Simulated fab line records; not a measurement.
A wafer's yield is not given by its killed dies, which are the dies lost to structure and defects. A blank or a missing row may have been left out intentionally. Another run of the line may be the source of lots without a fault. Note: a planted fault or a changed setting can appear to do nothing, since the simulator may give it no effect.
What tool caused it? -- flow gf180mcu -- 6 lots with 18 wafers sampled at 2 steps, on a route of 602 steps

WHAT THE GAUGES SHOWED, per wafer
GF_PSD_RS_MEAS_14: a four-point-probe measurement.
lot,measured,on,NSD_RS (ohm/sq)
L659,day 15 06:50,film-metro-04,46.15 46.13 46.25
L663,day 16 17:23,film-metro-01,46.04 46.12 46.17
L665,day 17 06:31,film-metro-02,46.04 45.91 45.93
L668,day 18 13:39,film-metro-04,46.21 46.20 46.20
L671,day 19 18:31,film-metro-04,42.45 42.61 42.66
L673,day 20 08:40,film-metro-02,42.67 42.48 42.61

EACH LOT AND THE TOOL THAT RAN IT (in order: tool; ch and the chambers of the sampled wafers; start)
lot,GF_PSD_RTA_13
L659,"rtp-anneal-02 ch 0, day 15 06:45"
L663,"rtp-anneal-01 ch 0, day 16 17:18"
L665,"rtp-anneal-02 ch 0, day 17 06:26"
L668,"rtp-anneal-01 ch 0, day 18 13:34"
L671,"rtp-anneal-01 ch 0, day 19 18:26"
L673,"rtp-anneal-01 ch 0, day 20 08:35"
- GF_PSD_RTA_13: time 20 s.

THE ANSWER, worked out from the rows above alone
Rule: the usual values come from the lots themselves. Put in order of their means at a reading, lots are off if they are a third of the lots or fewer, leave a main group of 4 or more, and stand apart from it by a gap of 3 or more times the standard deviation of the main group's means; of several such gaps the widest counts. A main group is skipped when, at the precision printed for the reading in the tables above, its means are all equal. Also off: a lot with no number at a reading for which 4 or more lots have one. Any other lot the step has rows for is counted as sound.
Off: at GF_PSD_RS_MEAS_14 (NSD_RS), L671, L673. The main group has a mean of 46.11 ohm/sq with a standard deviation of 0.094.
If a tool, at a process step before that reading, ran all the lots that are off and no sound lot after the first of them, it fits. Those tools and the gauges at GF_PSD_RS_MEAS_14 are tried in the same way. One candidate fits, namely rtp-anneal-01 at GF_PSD_RTA_13. A fault onset in the window from L668 (day 18 13:34, its last sound lot) to L671 (day 19 18:26, its first lot off) fits.

WHAT HAD BEEN PUT IN BY THE SIMULATOR
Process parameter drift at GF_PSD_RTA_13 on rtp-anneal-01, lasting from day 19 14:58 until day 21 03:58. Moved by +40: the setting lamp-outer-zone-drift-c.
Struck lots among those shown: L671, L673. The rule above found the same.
